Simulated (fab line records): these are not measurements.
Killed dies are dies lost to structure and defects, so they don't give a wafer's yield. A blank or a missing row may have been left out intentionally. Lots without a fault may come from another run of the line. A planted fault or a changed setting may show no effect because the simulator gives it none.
fab line records	flow gf180mcu	part 1 of 2: steps 1 to 32 of 45
record: lots: 5	wafers: 15	lastDay: 32
route steps=602 shown HV_LDD@202 NSD@235
lots with no fault: from the same line, run without faults
startH: start of the lot's first displayed wafer, in hours after the record's first day	waitH: how many hours have passed since the lot's step before this one	" same as the row above	L1.1+2: several wafers, shown together as one row	- no value, or no start was given	* or withheld: withheld	< > ~ a bound
route shown NAME@n: NAME is a module with steps in the file, n the number in the route of the first one	usual: mean and standard deviation over wafers with no fault	same: alike in all rows	chamber/n: place in a boat	sites: readings site by site	_std_site: how widely they spread, as a standard deviation	_edge_site: inner sites' mean taken away from outer sites' mean	radiusMm: for every site, how far away it sits from the centre of the wafer	mask NAME#n: copy n	behind: the tool/chamber that last shaped the wafer	hold: why the lot went on hold/how many hours it stayed there/how the hold came to an end	device: transistor that didn't switch, given as n, p or np	end of line: tests of these same wafers at the route's end	a step given without rows: its recipe and nothing more	killed: count of dies lost to structure and defects at first sort (not the wafer's yield)	map: dies across one wafer; x = killed, . = not, _ = none there
set.NAME: setting as actually run; set.NAME@STEP: the setting as run at that earlier step	model.NAME: the simulator's own value behind a step, which no gauge read
a table for each step, a row for each wafer; lots at some steps of the route
services: when a tool's chamber went out of use (startH, in hours from the record's first day, below 0 if earlier), for how many hours, and the reason
== steps ==
step: GF_HV_LDD_COAT_26
recipe: resist: NOVOLAK	spinRpm: 3000	resistThkNm: 1000
lot.wafer	tool	chamber	startH	waitH
L076.4+5+6	lithoTrack-04	0	254.35	0.1
L080.1+2+5	lithoTrack-03	0	285.84	0.1
L083.2+3+5	lithoTrack-01	0	313.52	0.1
L086.1+4+6	lithoTrack-04	0	335.97	0.1
L088.1+3+6	lithoTrack-01	0	352.95	0.1
step: GF_HV_LDD_SOFTBAKE_27
recipe: tempC: 90	timeS: 60	resist: NOVOLAK
lot.wafer	tool	chamber	startH	waitH
L076.4+5+6	lithoTrack-04	0	254.50	0.1
L080.1+2+5	lithoTrack-03	0	285.99	0.1
L083.2+3+5	lithoTrack-01	0	313.67	0.1
L086.1+4+6	lithoTrack-04	0	336.12	0.1
L088.1+3+6	lithoTrack-01	0	353.10	0.1
step: GF_HV_LDD_EXPOSE_28
recipe: maskId: Nplus_HV_AREA	targetCdNm: 400	na: 0.6	sourceShape: conventional	sigmaOuter: 0.6	doseMj: 140
lot.wafer	tool	chamber	startH	waitH	mask
L076.4+5+6	ilineStepper-01	0	-	-	Nplus_HV_AREA#0
L080.1+2+5	ilineStepper-01	0	-	-	Nplus_HV_AREA#0
L083.2+3+5	ilineStepper-02	0	-	-	Nplus_HV_AREA#0
L086.1+4+6	ilineStepper-02	0	-	-	Nplus_HV_AREA#0
L088.1+3+6	ilineStepper-01	0	-	-	Nplus_HV_AREA#0
step: GF_HV_LDD_PEB_29
recipe: tempC: withheld	timeS: *	resist: NOVOLAK
lot.wafer	tool	chamber	startH	waitH
L076.4+5+6	lithoTrack-01	0	-	-
L080.1+2+5	lithoTrack-01	0	-	-
L083.2+3+5	lithoTrack-01	0	-	-
L086.1+4+6	lithoTrack-04	0	-	-
L088.1+3+6	lithoTrack-01	0	-	-
step: GF_HV_LDD_DEVELOP_30
recipe: developTimeS: 60	devTempC: 23
lot.wafer	tool	chamber	startH	waitH
L076.4+5+6	lithoTrack-01	0	264.02	0.1
L080.1+2+5	lithoTrack-01	0	296.00	0.1
L083.2+3+5	lithoTrack-01	0	324.47	0.1
L086.1+4+6	lithoTrack-04	0	346.92	0.1
L088.1+3+6	lithoTrack-01	0	364.25	0.1
step: GF_HV_LDD_CD_MEAS_31
recipe: targetCdNm: 400
usual: cdNm: 400.8/2
lot.wafer	tool	chamber	startH	waitH	cdNm
L076.4	cdSem-01	-	264.16	0.1	397.1
L076.5	"	-	"	"	398.9
L076.6	"	-	"	"	395.3
L080.1	cdSem-01	-	296.15	0.1	399.2
L080.2	"	-	"	"	399.1
L080.5	"	-	"	"	401.0
L083.2	cdSem-01	-	324.62	0.1	399.4
L083.3	"	-	"	"	400.8
L083.5	"	-	"	"	401.9
L086.1	cdSem-01	-	347.07	0.1	402.1
L086.4	"	-	"	"	401.4
L086.6	"	-	"	"	401.5
L088.1	cdSem-01	-	364.40	0.1	400.9
L088.3	"	-	"	"	400.4
L088.6	"	-	"	"	400.0
step: GF_HV_LDD_OVL_MEAS_32
usual: HV_LDD_02_OVL: -0.5/1.1
lot.wafer	tool	chamber	startH	waitH	HV_LDD_02_OVL[nm]
L076.4	overlay-02	-	264.24	0.1	-1.0
L076.5	"	-	"	"	0.4
L076.6	"	-	"	"	0.6
L080.1	overlay-01	-	296.27	0.1	-2.6
L080.2	"	-	"	"	-2.8
L080.5	"	-	"	"	-0.7
L083.2	overlay-02	-	324.72	0.1	-0.8
L083.3	"	-	"	"	-1.3
L083.5	"	-	"	"	1.4
L086.1	overlay-01	-	347.19	0.1	0.2
L086.4	"	-	"	"	-0.7
L086.6	"	-	"	"	0.3
L088.1	overlay-02	-	364.52	0.1	-1.4
L088.3	"	-	"	"	-0.4
L088.6	"	-	"	"	-2.7
step: GF_HV_LDD_IMPLANT_33
recipe: species: P	energyKev: 60	doseCm2: 7.5e+12	tiltDeg: 30	rotationDeg: 0
lot.wafer	tool	chamber	startH	waitH
L076.4+5+6	implanter-02	0	264.33	0.1
L080.1+2+5	implanter-02	0	296.30	0.0
L083.2+3+5	implanter-04	0	324.78	0.0
L086.1+4+6	implanter-03	0	347.23	0.0
L088.1+3+6	implanter-04	0	364.55	0.0
step: GF_HV_LDD_IMPLANT_34
recipe: species: P	energyKev: 60	doseCm2: 7.5e+12	tiltDeg: 30	rotationDeg: 90
lot.wafer	tool	chamber	startH	waitH
L076.4+5+6	implanter-02	0	264.48	0.1
L080.1+2+5	implanter-02	0	296.45	0.1
L083.2+3+5	implanter-04	0	324.93	0.1
L086.1+4+6	implanter-03	0	347.38	0.1
L088.1+3+6	implanter-04	0	364.70	0.1
step: GF_HV_LDD_IMPLANT_35
recipe: species: P	energyKev: 60	doseCm2: 7.5e+12	tiltDeg: 30	rotationDeg: 180
lot.wafer	tool	chamber	startH	waitH
L076.4+5+6	implanter-02	0	264.63	0.1
L080.1+2+5	implanter-02	0	296.60	0.1
L083.2+3+5	implanter-04	0	325.08	0.1
L086.1+4+6	implanter-03	0	347.53	0.1
L088.1+3+6	implanter-04	0	364.85	0.1
step: GF_HV_LDD_IMPLANT_36
recipe: species: P	energyKev: 60	doseCm2: 7.5e+12	tiltDeg: 30	rotationDeg: 270
lot.wafer	tool	chamber	startH	waitH
L076.4+5+6	implanter-02	0	264.78	0.1
L080.1+2+5	implanter-02	0	296.75	0.1
L083.2+3+5	implanter-04	0	325.23	0.1
L086.1+4+6	implanter-03	0	347.68	0.1
L088.1+3+6	implanter-04	0	365.00	0.1
step: GF_HV_LDD_STRIP_37
recipe: chemistry: O2/N2	powerW: 1400	pressureMtorr: 1500	platenTempC: 250	o2FlowSccm: 3000	n2FlowSccm: 300	overashFraction: 0.5
usual: drypumpMotorCurrentA: 5.6/0.56	heaterPowerW: 334/27	oesProductAu: 0.716/0.0044	stripTimeToEndpointS: 12.65/0.033
lot.wafer	tool	chamber	startH	waitH	drypumpMotorCurrentA	heaterPowerW	oesProductAu	rfHoursCounterH	stripTimeToEndpointS
L076.4	plasmaAsher-02	1	264.89	0.1	5.2	321	0.723	-	12.65
L076.5	"	0	"	"	5.9	343	0.719	-	12.64
L076.6	"	1	"	"	5.2	326	0.725	-	12.69
L080.1	plasmaAsher-03	1	296.90	0.1	4.8	298	0.713	19	12.68
L080.2	"	0	"	"	6.1	377	0.718	19	12.68
L080.5	"	0	"	"	6.1	355	0.713	-	12.71
L083.2	plasmaAsher-03	1	325.35	0.1	4.8	293	0.720	22	12.64
L083.3	"	0	"	"	6.1	378	0.722	-	12.61
L083.5	"	1	"	"	4.8	294	0.714	-	12.64
L086.1	plasmaAsher-02	0	347.83	0.1	5.9	344	0.709	66	12.66
L086.4	"	0	"	"	6.0	342	0.718	-	12.61
L086.6	"	0	"	"	6.0	343	0.708	-	12.68
L088.1	plasmaAsher-02	0	365.15	0.1	5.9	335	0.718	68	12.63
L088.3	"	0	"	"	5.9	340	0.723	-	12.63
L088.6	"	0	"	"	5.9	338	0.711	-	12.63
step: GF_HV_LDD_TW_MEAS_38
usual: HV_LDD_3_TW: 1441/27
lot.wafer	tool	chamber	startH	waitH	HV_LDD_3_TW
L076.4	filmMetro-03	-	264.98	0.1	1438
L076.5	"	-	"	"	1436
L076.6	"	-	"	"	1439
L080.1	filmMetro-01	-	297.00	0.1	1405
L080.2	"	-	"	"	1413
L080.5	"	-	"	"	1414
L083.2	filmMetro-03	-	325.46	0.1	1440
L083.3	"	-	"	"	1438
L083.5	"	-	"	"	1436
L086.1	filmMetro-03	-	347.93	0.1	1437
L086.4	"	-	"	"	1429
L086.6	"	-	"	"	1431
L088.1	filmMetro-03	-	365.25	0.1	1433
L088.3	"	-	"	"	1439
L088.6	"	-	"	"	1432
step: GF_HV_LDD_DEHYDRATE_39
recipe: tempC: 200	timeS: 60
lot.wafer	tool	chamber	startH	waitH
L076.4+5+6	lithoTrack-03	0	274.57	9.6
L080.1+2+5	lithoTrack-04	0	305.87	8.9
L083.2+3+5	lithoTrack-03	0	335.72	10.2
L086.1+4+6	lithoTrack-01	0	358.40	10.5
L088.1+3+6	lithoTrack-03	0	375.59	10.3
step: GF_HV_LDD_HMDS_40
recipe: primeTimeS: 60	primeTempC: 120
usual: primeTempC: 120.02/0.14
lot.wafer	tool	chamber	startH	waitH	primeTempC
L076.4	lithoTrack-03	0	274.72	0.1	119.78
L076.5	"	0	"	"	119.70
L076.6	"	0	"	"	119.80
L080.1	lithoTrack-04	0	306.02	0.1	119.83
L080.2	"	0	"	"	119.79
L080.5	"	0	"	"	120.02
L083.2	lithoTrack-03	0	335.87	0.1	120.09
L083.3	"	0	"	"	120.04
L083.5	"	0	"	"	120.00
L086.1	lithoTrack-01	0	358.55	0.1	119.96
L086.4	"	0	"	"	120.01
L086.6	"	0	"	"	120.03
L088.1	lithoTrack-03	0	375.74	0.1	119.99
L088.3	"	0	"	"	119.87
L088.6	"	0	"	"	119.85
step: GF_HV_LDD_COAT_41
recipe: resist: NOVOLAK	spinRpm: 3000	resistThkNm: 1000
lot.wafer	tool	chamber	startH	waitH
L076.4+5+6	lithoTrack-03	0	274.87	0.1
L080.1+2+5	lithoTrack-04	0	306.17	0.1
L083.2+3+5	lithoTrack-03	0	336.02	0.1
L086.1+4+6	lithoTrack-01	0	358.70	0.1
L088.1+3+6	lithoTrack-03	0	375.89	0.1
step: GF_HV_LDD_SOFTBAKE_42
recipe: tempC: 90	timeS: 60	resist: NOVOLAK
lot.wafer	tool	chamber	startH	waitH
L076.4+5+6	lithoTrack-03	0	275.02	0.1
L080.1+2+5	lithoTrack-04	0	306.32	0.1
L083.2+3+5	lithoTrack-03	0	336.17	0.1
L086.1+4+6	lithoTrack-01	0	358.85	0.1
L088.1+3+6	lithoTrack-03	0	376.04	0.1
step: GF_HV_LDD_EXPOSE_43
recipe: maskId: Pplus_HV_AREA	targetCdNm: 400	na: 0.6	sourceShape: conventional	sigmaOuter: 0.6	doseMj: 140
lot.wafer	tool	chamber	startH	waitH	mask
L076.4+5+6	ilineStepper-02	0	-	-	Pplus_HV_AREA#0
L080.1+2+5	ilineStepper-01	0	-	-	Pplus_HV_AREA#0
L083.2+3+5	ilineStepper-02	0	-	-	Pplus_HV_AREA#0
L086.1+4+6	ilineStepper-02	0	-	-	Pplus_HV_AREA#0
L088.1+3+6	ilineStepper-01	0	-	-	Pplus_HV_AREA#0
step: GF_HV_LDD_PEB_44
recipe: tempC: withheld	timeS: *	resist: NOVOLAK
lot.wafer	tool	chamber	startH	waitH
L076.4+5+6	lithoTrack-04	0	-	-
L080.1+2+5	lithoTrack-04	0	-	-
L083.2+3+5	lithoTrack-03	0	-	-
L086.1+4+6	lithoTrack-01	0	-	-
L088.1+3+6	lithoTrack-04	0	-	-
step: GF_HV_LDD_DEVELOP_45
recipe: developTimeS: 60	devTempC: 23
lot.wafer	tool	chamber	startH	waitH
L076.4+5+6	lithoTrack-04	0	284.70	0.1
L080.1+2+5	lithoTrack-04	0	316.42	0.1
L083.2+3+5	lithoTrack-03	0	346.77	0.1
L086.1+4+6	lithoTrack-01	0	369.75	0.1
L088.1+3+6	lithoTrack-04	0	387.62	0.1
step: GF_HV_LDD_CD_MEAS_46
recipe: targetCdNm: 400
usual: cdNm: 401.0/2.3
lot.wafer	tool	chamber	startH	waitH	cdNm
L076.4	cdSem-02	-	284.83	0.1	399.3
L076.5	"	-	"	"	398.8
L076.6	"	-	"	"	398.6
L080.1	cdSem-02	-	316.57	0.1	396.4
L080.2	"	-	"	"	398.2
L080.5	"	-	"	"	396.2
L083.2	cdSem-02	-	346.91	0.1	402.4
L083.3	"	-	"	"	402.5
L083.5	"	-	"	"	402.9
L086.1	cdSem-02	-	369.90	0.1	399.8
L086.4	"	-	"	"	399.5
L086.6	"	-	"	"	399.8
L088.1	cdSem-01	-	387.77	0.1	398.3
L088.3	"	-	"	"	397.5
L088.6	"	-	"	"	398.1
step: GF_HV_LDD_OVL_MEAS_47
usual: HV_LDD_03_OVL: 0.1/1.6
lot.wafer	tool	chamber	startH	waitH	HV_LDD_03_OVL[nm]
L076.4	overlay-02	-	284.91	0.1	2.7
L076.5	"	-	"	"	1.5
L076.6	"	-	"	"	2.3
L080.1	overlay-01	-	316.69	0.1	0.6
L080.2	"	-	"	"	-0.1
L080.5	"	-	"	"	1.3
L083.2	overlay-02	-	347.02	0.1	2.5
L083.3	"	-	"	"	0.7
L083.5	"	-	"	"	-0.5
L086.1	overlay-01	-	370.02	0.1	1.6
L086.4	"	-	"	"	1.7
L086.6	"	-	"	"	1.9
L088.1	overlay-01	-	387.89	0.1	1.0
L088.3	"	-	"	"	1.3
L088.6	"	-	"	"	-0.7
step: GF_HV_LDD_IMPLANT_48
recipe: species: B	energyKev: 25	doseCm2: 3e+13	tiltDeg: 7
lot.wafer	tool	chamber	startH	waitH
L076.4+5+6	implanter-03	0	285.00	0.1
L080.1+2+5	implanter-03	0	316.73	0.0
L083.2+3+5	implanter-02	0	347.07	0.0
L086.1+4+6	implanter-02	0	370.05	0.0
L088.1+3+6	implanter-03	0	387.93	0.0
step: GF_HV_LDD_STRIP_49
recipe: chemistry: O2/N2	powerW: 1400	pressureMtorr: 1500	platenTempC: 250	o2FlowSccm: 3000	n2FlowSccm: 300	overashFraction: 0.5
usual: drypumpMotorCurrentA: 5.7/0.62	heaterPowerW: 341/27	oesProductAu: 0.716/0.0046	stripTimeToEndpointS: 12.63/0.037
lot.wafer	tool	chamber	startH	waitH	drypumpMotorCurrentA	heaterPowerW	oesProductAu	rfHoursCounterH	stripTimeToEndpointS
L076.4	plasmaAsher-02	0	285.11	0.1	6.0	333	0.714	-	12.58
L076.5	"	1	"	"	5.2	319	0.712	-	12.60
L076.6	"	0	"	"	6.0	343	0.716	-	12.60
L080.1	plasmaAsher-01	0	316.88	0.1	5.3	327	0.723	68	12.59
L080.2	"	1	"	"	6.6	373	0.717	68	12.58
L080.5	"	1	"	"	6.6	373	0.717	-	12.60
L083.2	plasmaAsher-01	0	347.20	0.1	5.3	332	0.720	71	12.62
L083.3	"	1	"	"	6.6	377	0.724	-	12.65
L083.5	"	0	"	"	5.3	325	0.718	-	12.66
L086.1	plasmaAsher-03	0	370.20	0.1	6.1	365	0.719	27	12.64
L086.4	"	1	"	"	4.8	301	0.719	-	12.58
L086.6	"	1	"	"	4.8	289	0.714	-	12.62
L088.1	plasmaAsher-02	1	388.08	0.1	5.2	325	0.720	70	12.70
L088.3	"	1	"	"	5.2	328	0.708	-	12.65
L088.6	"	0	"	"	5.9	352	0.714	-	12.67
step: GF_HV_LDD_TW_MEAS_50
usual: HV_LDD_4_TW: 575/12
lot.wafer	tool	chamber	startH	waitH	HV_LDD_4_TW
L076.4	filmMetro-01	-	285.21	0.1	555
L076.5	"	-	"	"	559
L076.6	"	-	"	"	555
L080.1	filmMetro-03	-	316.98	0.1	573
L080.2	"	-	"	"	567
L080.5	"	-	"	"	569
L083.2	filmMetro-03	-	347.31	0.1	568
L083.3	"	-	"	"	566
L083.5	"	-	"	"	565
L086.1	filmMetro-04	-	370.30	0.1	592
L086.4	"	-	"	"	592
L086.6	"	-	"	"	587
L088.1	filmMetro-04	-	388.20	0.1	587
L088.3	"	-	"	"	588
L088.6	"	-	"	"	585
step: GF_HV_LDD_CLEAN_51
recipe: chemistry: SC1/SC2	mix: 1:4:20	tempC: 70	timeS: 150	dry: n2Spin
lot.wafer	tool	chamber	startH	waitH
L076.4+5+6	wetBench-01	2	285.24	0.0
L080.1+2+5	wetBench-02	0	317.04	0.1
L083.2+3+5	wetBench-02	2	347.36	0.0
L086.1+4+6	wetBench-03	3	370.36	0.1
L088.1+3+6	wetBench-01	0	388.26	0.1
step: GF_HV_LDD_RTA_52
recipe: tempC: 1000	timeS: 10	ambient: N2
usual: lampPowerPct: 32.0/1.5	wafer_temp_C_max: 1005.4/1.4
lot.wafer	tool	chamber	startH	waitH	lampPowerPct	wafer_temp_C_max
L076.4	rtpAnneal-02	0	285.37	0.0	33.7	1004.1
L076.5	"	0	"	"	33.7	1005.3
L076.6	"	0	"	"	33.7	1005.0
L080.1	rtpAnneal-01	0	317.09	0.0	30.6	1006.2
L080.2	"	0	"	"	30.6	1007.7
L080.5	"	0	"	"	30.6	1008.0
L083.2	rtpAnneal-01	0	347.42	0.0	30.6	1005.8
L083.3	"	0	"	"	30.6	1006.0
L083.5	"	0	"	"	30.7	1009.5
L086.1	rtpAnneal-01	0	370.41	0.0	30.6	1006.1
L086.4	"	0	"	"	30.6	1008.2
L086.6	"	0	"	"	30.6	1005.5
L088.1	rtpAnneal-02	0	388.31	0.0	33.7	1004.6
L088.3	"	0	"	"	33.8	1003.8
L088.6	"	0	"	"	33.7	1005.1
step: GF_HV_LDD_RS_MEAS_53
recipe: thkMeasGauge: four-point-probe
usual: HV_LDD_RS: 418.2/1.1
lot.wafer	tool	chamber	startH	waitH	HV_LDD_RS[ohm/sq]
L076.4	filmMetro-04	-	285.46	0.1	418.9
L076.5	"	-	"	"	419.9
L076.6	"	-	"	"	420.4
L080.1	filmMetro-01	-	317.15	0.1	417.7
L080.2	"	-	"	"	416.8
L080.5	"	-	"	"	418.2
L083.2	filmMetro-04	-	347.49	0.1	418.2
L083.3	"	-	"	"	419.3
L083.5	"	-	"	"	419.3
L086.1	filmMetro-03	-	370.48	0.1	418.2
L086.4	"	-	"	"	417.0
L086.6	"	-	"	"	417.3
L088.1	filmMetro-04	-	388.38	0.1	419.7
L088.3	"	-	"	"	418.2
L088.6	"	-	"	"	419.5
step: GF_HV_LDD_CVD_54
recipe: material: SiO2	targetThkNm: 10	precursor: TEOS	tempC: 680	timeS: 75	pressureMtorr: 400
usual: spikeTcLowerC: 681.1/1.3	spikeTcUpperC: 680.4/1.9
lot.wafer	tool	chamber	startH	waitH	spikeTcLowerC	spikeTcUpperC
L076.4	lpcvd-01	1	285.52	0.0	679.8	680.8
L076.5	"	1	"	"	679.6	682.8
L076.6	"	1	"	"	680.7	682.4
L080.1	lpcvd-01	1	317.27	0.1	678.6	680.5
L080.2	"	1	"	"	679.2	682.8
L080.5	"	1	"	"	681.5	682.5
L083.2	lpcvd-02	0	347.59	0.1	682.2	679.4
L083.3	"	0	"	"	681.7	678.8
L083.5	"	0	"	"	681.1	678.0
L086.1	lpcvd-01	1	370.60	0.1	679.7	683.0
L086.4	"	1	"	"	680.1	682.6
L086.6	"	1	"	"	682.7	681.1
L088.1	lpcvd-02	1	389.72	1.3	679.9	679.5
L088.3	"	1	"	"	682.3	681.4
L088.6	"	1	"	"	681.3	680.7
step: GF_HV_LDD_THK_MEAS_55
recipe: reads: SiO2_of_HV_LDD_CVD_54
usual: HV_LDD_CVD_54_THK: 9.99/0.13
lot.wafer	tool	chamber	startH	waitH	HV_LDD_CVD_54_THK[nm]
L076.4	filmMetro-04	-	286.57	0.0	9.79
L076.5	"	-	"	"	9.94
L076.6	"	-	"	"	9.73
L080.1	filmMetro-04	-	318.29	0.0	10.11
L080.2	"	-	"	"	10.16
L080.5	"	-	"	"	10.06
L083.2	filmMetro-03	-	348.62	0.0	9.99
L083.3	"	-	"	"	9.94
L083.5	"	-	"	"	10.05
L086.1	filmMetro-04	-	371.62	0.0	9.62
L086.4	"	-	"	"	9.82
L086.6	"	-	"	"	9.67
L088.1	filmMetro-04	-	390.74	0.0	10.11
L088.3	"	-	"	"	9.94
L088.6	"	-	"	"	9.96
step: GF_HV_LDD_CVD_56
recipe: material: Si3N4	precursor: DCS/NH3	targetThkNm: 90	tempC: 770	timeS: 1543	pressureMtorr: 250
usual: spikeTcLowerC: 771.2/1.1	spikeTcUpperC: 770.1/1.6
lot.wafer	tool	chamber	startH	waitH	spikeTcLowerC	spikeTcUpperC
L076.4	lpcvd-01	0	286.60	0.0	772.6	766.8
L076.5	"	0	"	"	771.5	768.9
L076.6	"	0	"	"	770.7	767.5
L080.1	lpcvd-02	1	318.56	0.3	770.6	772.9
L080.2	"	1	"	"	770.3	771.1
L080.5	"	1	"	"	769.6	771.2
L083.2	lpcvd-02	1	348.67	0.0	770.8	770.1
L083.3	"	1	"	"	771.2	770.3
L083.5	"	1	"	"	771.6	770.4
L086.1	lpcvd-02	1	371.68	0.1	769.5	772.9
L086.4	"	1	"	"	770.7	771.1
L086.6	"	1	"	"	769.6	771.4
L088.1	lpcvd-02	0	390.80	0.1	771.8	770.2
L088.3	"	0	"	"	770.2	769.0
L088.6	"	0	"	"	771.0	770.9
step: GF_HV_LDD_THK_MEAS_57
recipe: reads: Si3N4_of_HV_LDD_CVD_56
usual: HV_LDD_CVD_56_THK: 89.9/0.94
lot.wafer	tool	chamber	startH	waitH	HV_LDD_CVD_56_THK[nm]
L076.4	filmMetro-04	-	288.06	0.0	88.8
L076.5	"	-	"	"	89.4
L076.6	"	-	"	"	89.7
L080.1	filmMetro-03	-	319.99	0.0	88.9
L080.2	"	-	"	"	88.7
L080.5	"	-	"	"	88.6
L083.2	filmMetro-03	-	350.83	0.0	88.8
L083.3	"	-	"	"	88.2
L083.5	"	-	"	"	89.0
L086.1	filmMetro-01	-	373.82	0.0	89.5
L086.4	"	-	"	"	90.5
L086.6	"	-	"	"	89.9
L088.1	filmMetro-01	-	392.23	0.0	88.9
L088.3	"	-	"	"	89.4
L088.6	"	-	"	"	89.4
